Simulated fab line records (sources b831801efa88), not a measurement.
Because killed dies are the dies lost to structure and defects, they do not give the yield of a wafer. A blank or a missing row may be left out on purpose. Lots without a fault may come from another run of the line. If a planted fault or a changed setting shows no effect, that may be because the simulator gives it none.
Struck lot and sound lot, side by side || flow sky130 || 43 out of 708 route steps
Sound: the wafers L697.3, L697.4, L697.5. The struck wafers were L708.3, L708.4, L708.5. Last of all comes the cause.
Each step with rows lists, per side, the tool, then ch with its chambers, then its first start. Under that, the readings that differ: sound wafers || struck wafers || difference of the means || sigmas: that difference in standard deviations of wafers without a fault.
alike: readings whose means differ by less than 2 such deviations, and words and numbers that are the same on both sides. not compared: withheld readings, readings that some wafer has no value for, bounds like >300 that may hide the same value, and numbers for which the record gives no deviation and whose values overlap.
A row with sigmas, a row that says differs or no value, or rows on one side alone: a step with any of these is where the two part. Non-overlapping numbers with no deviation appear without sigmas and do not part them. A reading missing from all wafers of one side parts the sides only when that side holds two or more wafers.

first, 1 step without rows for these wafers: SKY_LDD_P_IMPLANT_09.
SKY_LDD_P_STRIP_10: strips in O2/N2.
  sound on plasma-asher-03 ch 0,1, day 20 15:05; struck on plasma-asher-03 ch 0,1, day 25 04:44
{"reading": "strip-time-to-endpoint-s (s)", "sound": "14.23 14.23 14.24", "struck": "14.10 14.11 14.09", "difference": -0.13, "sigmas": -3}
  alike: chamber-pressure-mTorr, drypump-motor-current-A, oes-product-au
  not compared: rf-hours-counter-h
SKY_LDD_P_TW_MEAS_11:
  sound: film-metro-03 at day 20 15:11; struck: film-metro-03 at day 25 04:49
  alike: LDD_P_TW
then, 7 steps without rows for these wafers: SKY_LDD_HVN_DEHYDRATE_00 (time 60 s); SKY_LDD_HVN_HMDS_01 (prime time 60 s); SKY_LDD_HVN_COAT_02 (resist thk 300 nm); SKY_LDD_HVN_SOFTBAKE_03 (time 60 s); SKY_LDD_HVN_EXPOSE_04 (exposes mask HVNTM, target cd 700 nm); SKY_LDD_HVN_PEB_05; SKY_LDD_HVN_DEVELOP_06 (develop time 60 s).
SKY_LDD_HVN_OVL_MEAS_07:
  sound: overlay-02 at day 21 21:54; struck: overlay-01 at day 26 10:34
  alike: LDD_HVN_OVL
then, 1 step without rows for these wafers: SKY_LDD_HVN_IMPLANT_08.
SKY_LDD_HVN_STRIP_09: strips in O2/N2.
  sound on plasma-asher-02 ch 0,1, day 21 22:07; struck on plasma-asher-02 ch 0,1, day 26 10:46
  alike: chamber-pressure-mTorr, drypump-motor-current-A, oes-product-au, strip-time-to-endpoint-s
  not compared: rf-hours-counter-h
SKY_LDD_HVN_TW_MEAS_10:
  sound: film-metro-04 at day 21 22:12; struck: film-metro-03 at day 26 10:52
  alike: LDD_HVN_TW
then, 7 steps without rows for these wafers: SKY_LDD_HVP_DEHYDRATE_00 (time 60 s); SKY_LDD_HVP_HMDS_01 (prime time 60 s); SKY_LDD_HVP_COAT_02 (resist thk 300 nm); SKY_LDD_HVP_SOFTBAKE_03 (time 60 s); SKY_LDD_HVP_EXPOSE_04 (exposes mask HVPTM, target cd 700 nm); SKY_LDD_HVP_PEB_05; SKY_LDD_HVP_DEVELOP_06 (develop time 60 s).
SKY_LDD_HVP_OVL_MEAS_07:
  sound: overlay-02 at day 23 04:37; struck: overlay-02 at day 27 14:37
  alike: LDD_HVP_OVL
then, 1 step without rows for these wafers: SKY_LDD_HVP_IMPLANT_08.
SKY_LDD_HVP_STRIP_09: strips in O2/N2.
  sound on plasma-asher-02 ch 0,1, day 23 04:49; struck on plasma-asher-04 ch 0,1, day 27 14:49
  alike: chamber-pressure-mTorr, drypump-motor-current-A, oes-product-au, strip-time-to-endpoint-s
  not compared: rf-hours-counter-h
SKY_LDD_HVP_TW_MEAS_10:
  sound: film-metro-02 at day 23 04:55; struck: film-metro-03 at day 27 14:55
  alike: LDD_HVP_TW
then, 7 steps without rows for these wafers: SKY_LDD_LDN_DEHYDRATE_00 (time 60 s); SKY_LDD_LDN_HMDS_01 (prime time 60 s); SKY_LDD_LDN_COAT_02 (resist thk 1140 nm); SKY_LDD_LDN_SOFTBAKE_03 (time 60 s); SKY_LDD_LDN_EXPOSE_04 (exposes mask LDNTM, target cd 700 nm); SKY_LDD_LDN_PEB_05; SKY_LDD_LDN_DEVELOP_06 (develop time 60 s).
SKY_LDD_LDN_OVL_MEAS_07:
  sound: overlay-01 at day 24 11:10; struck: overlay-01 at day 28 18:46
  alike: LDD_LDN_OVL
then, 4 steps without rows for these wafers: SKY_LDD_LDN_IMPLANT_08; SKY_LDD_LDN_IMPLANT_09; SKY_LDD_LDN_IMPLANT_10; SKY_LDD_LDN_IMPLANT_11.
SKY_LDD_LDN_STRIP_12: strips in O2/N2.
  sound on plasma-asher-01 ch 0,1, day 24 11:49; struck on plasma-asher-03 ch 0,1, day 28 19:25
  alike: chamber-pressure-mTorr, drypump-motor-current-A, oes-product-au, strip-time-to-endpoint-s
  not compared: rf-hours-counter-h
SKY_LDD_LDN_TW_MEAS_13:
  sound: film-metro-01 at day 24 11:54; struck: film-metro-02 at day 28 19:30
{"reading": "LDD_LDN_TW", "sound": "1509 1514 1505", "struck": "1465 1471 1464", "difference": -43, "sigmas": -2}
then, 2 steps without rows for these wafers: SKY_LDD_LDN_CLEAN_14 (cleans in SC1/SC2, time 150 s); SKY_SPACER_CVD_00 (deposits Si3N4 from DCS/NH3, target thk 43.1 nm, time 740 s).
SKY_SPACER_THK_MEAS_01:
  sound: film-metro-03 at day 24 14:17; struck: film-metro-02 at day 28 20:49
  alike: SPACER_CVD_00_THK
-- the record jumps here: 21 days lie between the struck wafers' starts before and after (it left off in module SPACER and takes up again in module PAD_OPEN, whose first step shown is number 708 of the route) --
SKY_PAD_OPEN_PROBE_99:
  record: rows for the struck wafers here (prober-01, day 49 16:10), none for the sound ones

== WHERE THEY PART ==
At SKY_LDD_P_STRIP_10 first; at SKY_PAD_OPEN_PROBE_99 last (within this record only).

WHY: whatever the simulator had introduced
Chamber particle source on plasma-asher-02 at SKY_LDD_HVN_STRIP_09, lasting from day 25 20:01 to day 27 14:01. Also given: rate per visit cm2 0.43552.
